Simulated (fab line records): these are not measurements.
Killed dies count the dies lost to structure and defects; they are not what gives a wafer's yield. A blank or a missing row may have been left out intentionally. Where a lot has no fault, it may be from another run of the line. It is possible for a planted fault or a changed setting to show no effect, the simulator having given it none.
One fault seen from 2 desks ; flow sky130 ; each desk has only its own numbers; what lay behind them comes last

== TOOL OWNER'S DESK, rie diel-03 ==
The tool's own readings at SKY_LI_CONTACT_ETCH_14 (etches BARC in N2/H2, stops on SiO2, time 45.9 s, target depth 60 nm): means of the sampled wafers that have a number, for each lot that ran on this tool. Any lot whose mean is over 4 standard deviations away from the usual mean is out of limits and marked OUT; that distance is given in the brackets.
Columns: A = drypump motor current A at SKY_LI_CONTACT_ETCH_14, usual 5.6 A; B = oes product au at SKY_LI_CONTACT_ETCH_14, usual 0.854 a.u.; C = run length s at SKY_LI_CONTACT_ETCH_14, usual 74.2 s; D = throttle valve pct at SKY_LI_CONTACT_ETCH_14, usual 13.225 %
lot;first seen here;A;B;C;D
L845;day 29 22:27;5.8;0.854;74.1;13.230
L847;day 30 19:47;5.5;0.856;73.9;13.224
L851;day 32 02:42;5.9;0.862;74.0;13.230
L861;day 35 08:48;5.3;0.905 (+10) OUT;63.8 (-25) OUT;13.234
L865;day 36 03:52;5.5;0.906 (+11) OUT;63.6 (-26) OUT;13.247
This desk's finding: out of limits on L861, L865; first on L861, day 35 08:48 (oes product au at SKY_LI_CONTACT_ETCH_14). Within limits: L845, L847, L851.

== AT THE METROLOGY DESK ==
Means of the sampled wafers that have a number, per lot and without regard to the tool the lot ran on: this is what the gauges read. Any lot whose mean is over 4 standard deviations away from the usual mean is out of limits and marked OUT; that distance is given in the brackets.
Columns: A = cd nm at SKY_SONOS_TUNNEL_CD_MEAS_07, usual 409.3 nm; B = cd nm at SKY_POLY_GATE_CD_MEAS_13, usual 150.2 nm
lot;first seen here;A;B
L845;day 12 03:18;408.3;151.0
L846;day 12 15:06;407.8;149.6
L847;day 12 18:49;409.2;150.3
L848;day 13 10:06;410.4;149.8
L850;day 13 13:17;410.3;152.0
L851;day 14 00:38;410.0;150.3
L852;day 14 12:01;407.0;152.0
L853;day 14 23:00;404.6;148.7
L857;day 16 01:27;410.4;150.7
L861;day 17 13:25;406.1;152.2
L865;day 18 14:23;408.2;151.2
L866;day 19 01:47;409.7;147.3
This desk found nothing out of limits on any of the 12 lots.

== TAKEN TOGETHER ==
At day 35 08:48, on L861, L865, the tool owner's desk was in a position to raise an alarm.
From the metrology desk's view, nothing was out of limits.
The metrology desk has L861, L865 on record, within its limits.
On rie diel-03, each named lot ran SKY_LI_CONTACT_ETCH_14.

== WHAT THE SIMULATOR HAD PUT IN ==
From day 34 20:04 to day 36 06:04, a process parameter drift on rie diel-03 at SKY_LI_CONTACT_ETCH_14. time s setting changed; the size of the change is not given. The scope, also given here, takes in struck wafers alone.
Struck lots among those shown: L861, L865.
Each desk's first reading out of limits, in hours after the fault started: the tool owner's desk, 13.
